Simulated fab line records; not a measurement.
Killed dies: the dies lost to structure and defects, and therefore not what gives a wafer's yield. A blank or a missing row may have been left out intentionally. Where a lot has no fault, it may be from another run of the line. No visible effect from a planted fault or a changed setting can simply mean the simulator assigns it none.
Comparing a struck lot with a sound one | flow sky130 | 43 out of 708 route steps
Sound: wafers L597.2, L597.3, L597.5. Struck: wafers L610.1, L610.6. (L610.4 of the same lot was not struck and is left out.) The cause comes at the end.
Each step with rows lists, per side, the tool, then ch with its chambers, then its first start. Under that, the readings that differ: sound wafers | struck wafers | difference of the means | sigmas: that difference in standard deviations of wafers without a fault.
alike: a reading whose means differ by less than 2 such deviations, as well as words and numbers matching on both sides. not compared: withheld readings; readings where some wafer has no value; bounds like >300 that might hide an equal value; numbers whose values overlap and for which the record gives no deviation.
Wherever a step has rows on one side only, a row that says differs or no value, or a row with sigmas, the two part there. When numbers do not overlap yet have no deviation, they are printed without sigmas and do not part them. Lack of a reading on every wafer of one side parts them only where that side has two or more wafers.

first, 2 steps without rows for these wafers: SKY_VIA3_CLEAN_18 (cleans in IPA, time 180 s); SKY_VIA3_CLEAN_19 (cleans in O3/DIW).
SKY_VIA3_SPUTTER_20: material TiN, target thk 20 nm, time 80 s.
  sound on pvdSputter-04 at day 39 21:29; struck on pvdSputter-02 at day 43 15:47
  alike: throttleValvePct
SKY_VIA3_CVD_21: deposits W, target thk 390 nm, time 117.31 s.
  sound on cvdW-02 ch 0,1, day 39 21:32; struck on cvdW-02 ch 0,1, day 43 15:50
  alike: heaterPowerW
SKY_VIA3_RS_MEAS_22: the measuring method here is four-point-probe.
  sound on filmMetro-02 at day 39 21:41; struck on filmMetro-03 at day 43 15:58
  alike: VIA3_W_RS
SKY_VIA3_THK_MEAS_23: measures by xrf.
  sound on filmMetro-02 at day 39 21:48; struck on filmMetro-03 at day 43 16:05
  alike: VIA3_W_THK
SKY_VIA3_CMP_24: polishes, stops on SiO2, t overpolish 20 s, target thk 0 nm.
  sound on cmp-01 ch 0,2,3, day 39 21:54; struck on cmp-02 ch 0,3, day 43 16:09
  alike: edgeZonePressureFrac, motorCurrentA, overpolishRunS, timeToEndpointS
then, 2 steps without rows for these wafers: SKY_METAL4_SPUTTER_00 (material Ti, target thk 15 nm, time 10 s); SKY_METAL4_SPUTTER_01 (material TiN, target thk 20 nm, time 16.7 s).
SKY_METAL4_SPUTTER_02: material AlCu, target thk 735 nm, time 39.1 s.
  sound on pvdSputter-01 at day 39 22:12; struck on pvdSputter-03 at day 43 16:29
  alike: throttleValvePct
then, 2 steps without rows for these wafers: SKY_METAL4_SPUTTER_03 (material Ti, target thk 5 nm, time 3.183 s); SKY_METAL4_SPUTTER_04 (material TiN, target thk 70 nm, time 58.3 s).
SKY_CAP2M_CVD_00: deposits SiO2, target thk 15.5 nm.
  sound on pecvd-02 ch 1,2, day 39 22:19; struck on pecvd-02 ch 0, day 43 16:36
  alike: heaterPowerW
SKY_CAP2M_THK_MEAS_01:
  sound on filmMetro-04 at day 39 22:20; struck on filmMetro-04 at day 43 16:37
  alike: CAP2M_CVD_00_THK
SKY_CAP2M_SPUTTER_02: material TiN, target thk 200 nm, time 166.7 s.
  sound on pvdSputter-04 at day 39 22:23; struck on pvdSputter-04 at day 43 16:41
  alike: throttleValvePct
SKY_CAP2M_RS_MEAS_03: the measuring method here is four-point-probe.
  sound on filmMetro-03 at day 39 22:31; struck on filmMetro-01 at day 43 16:47
reading               | sound          | struck    | difference | sigmas
CAP2M_TIN_RS (ohm/sq) | 6.88 6.93 6.92 | 7.04 7.03 | +0.12      | +2
SKY_CAP2M_THK_MEAS_04: measures by xrf.
  sound on filmMetro-03 at day 39 22:38; struck on filmMetro-01 at day 43 16:55
reading            | sound             | struck      | difference | sigmas
CAP2M_TIN_THK (nm) | 200.1 197.9 199.4 | 194.8 194.0 | -4.7       | -2
then, 7 steps without rows for these wafers: SKY_CAP2M_DEHYDRATE_05 (time 60 s); SKY_CAP2M_HMDS_06 (prime time 60 s); SKY_CAP2M_COAT_07 (resist thk 1140 nm); SKY_CAP2M_SOFTBAKE_08 (time 60 s); SKY_CAP2M_EXPOSE_09 (exposes mask CAP2M, target cd 1000 nm); SKY_CAP2M_PEB_10; SKY_CAP2M_DEVELOP_11 (develop time 60 s).
SKY_CAP2M_OVL_MEAS_12:
  sound on overlay-02 at day 40 22:29; struck on overlay-02 at day 44 15:11
  alike: CAP2M_OVL
then, 13 steps without rows for these wafers: SKY_CAP2M_METAL_ETCH_13 (etches TiN in Cl2/BCl3, stops on SiO2, target depth 220 nm, time 62.9 s); SKY_CAP2M_STRIP_14 (strips in O2/N2); SKY_CAP2M_STRIP_15 (strips in post etch residue remover, time 1200 s); SKY_CAP2M_CLEAN_16 (cleans in IPA, time 180 s); SKY_CAP2M_CLEAN_17 (cleans in O3/DIW); SKY_METAL4_DEHYDRATE_05 (time 60 s); SKY_METAL4_HMDS_06 (prime time 60 s); SKY_METAL4_COAT_07 (resist thk 60 nm); SKY_METAL4_COAT_08 (resist thk 1140 nm); SKY_METAL4_SOFTBAKE_09 (time 90 s); SKY_METAL4_EXPOSE_10 (exposes mask MM4, target cd 300 nm); SKY_METAL4_PEB_11; SKY_METAL4_DEVELOP_12 (develop time 60 s).
SKY_METAL4_CD_MEAS_13: the cd target is 300 nm.
  sound on cdSem-01 at day 41 22:39; struck on cdSem-01 at day 45 13:50
  alike: cdNm
SKY_METAL4_OVL_MEAS_14:
  sound on overlay-02 at day 41 22:45; struck on overlay-02 at day 45 13:58
  alike: METAL4_OVL
then, 2 steps without rows for these wafers: SKY_METAL4_DESCUM_15 (chemistry O2, time 8 s); SKY_METAL4_ETCH_16 (etches BARC in N2/H2, stops on SiO2, time 88.2 s, target depth 60 nm).
-- the record jumps here: 4 days lie between the struck wafers' starts before and after (it left off in module METAL4 and takes up again in module PAD_OPEN, whose first step shown is number 708 of the route) --
SKY_PAD_OPEN_PROBE_99:
  sound on prober-02 at day 45 23:11; struck on prober-01 at day 49 05:26
reading                               | sound               | struck                                          | difference                   | sigmas
hold                                  | - - -               | awaitDispo/2.4h/release awaitDispo/2.4h/release | no value on the sound wafers | 
defectLimitedYield (%)                | 83.7 83.1 81.7      | 76.8 75.2                                       | -6.8                         | -4
killedAtOther                         | 0 0 1               | 38 55                                           | +46                          | +87
killedDies                            | 80 83 90            | 114 122                                         | +34                          | +4
sort_bin_3_pad_short (%)              | 0.4 0.6 1.0         | 2.6 2.4                                         | +1.8                         | +5
sort_bin_5_function (%)               | 9.3 9.6 8.5         | 14.8 17.5                                       | +7.0                         | +5
sortNPass                             | 412 409 402         | 378 370                                         | -34                          | -4
sortYieldPct (%)                      | 83.7 83.1 81.7      | 76.8 75.2                                       | -6.8                         | -4
model.etest.tester.sortNPass          | 412 409 402         | 378 370                                         | -34                          | 
model.etest.tester.sortYieldPct (%)   | 83.74 83.13 81.71   | 76.83 75.2                                      | -6.84                        | 
model.etest.tester.sort_bin_5_pct (%) | 9.35 9.553 8.537    | 14.84 17.48                                     | +7.01                        | 
model.etest.tester.sort_bin_3_pct (%) | 0.4065 0.6098 1.016 | 2.642 2.439                                     | +1.863                       | 
  alike: killed_at_M0_to_M3, killed_at_M4_up, killedAtContacts, killedAtFrontEnd, killedOnRim, killedOpen, killedShort, sort_bin_6_memory

WHERE THEY PART
Last at SKY_PAD_OPEN_PROBE_99 as far as this record goes, first at SKY_CAP2M_RS_MEAS_03.

WHY: whatever the simulator had introduced
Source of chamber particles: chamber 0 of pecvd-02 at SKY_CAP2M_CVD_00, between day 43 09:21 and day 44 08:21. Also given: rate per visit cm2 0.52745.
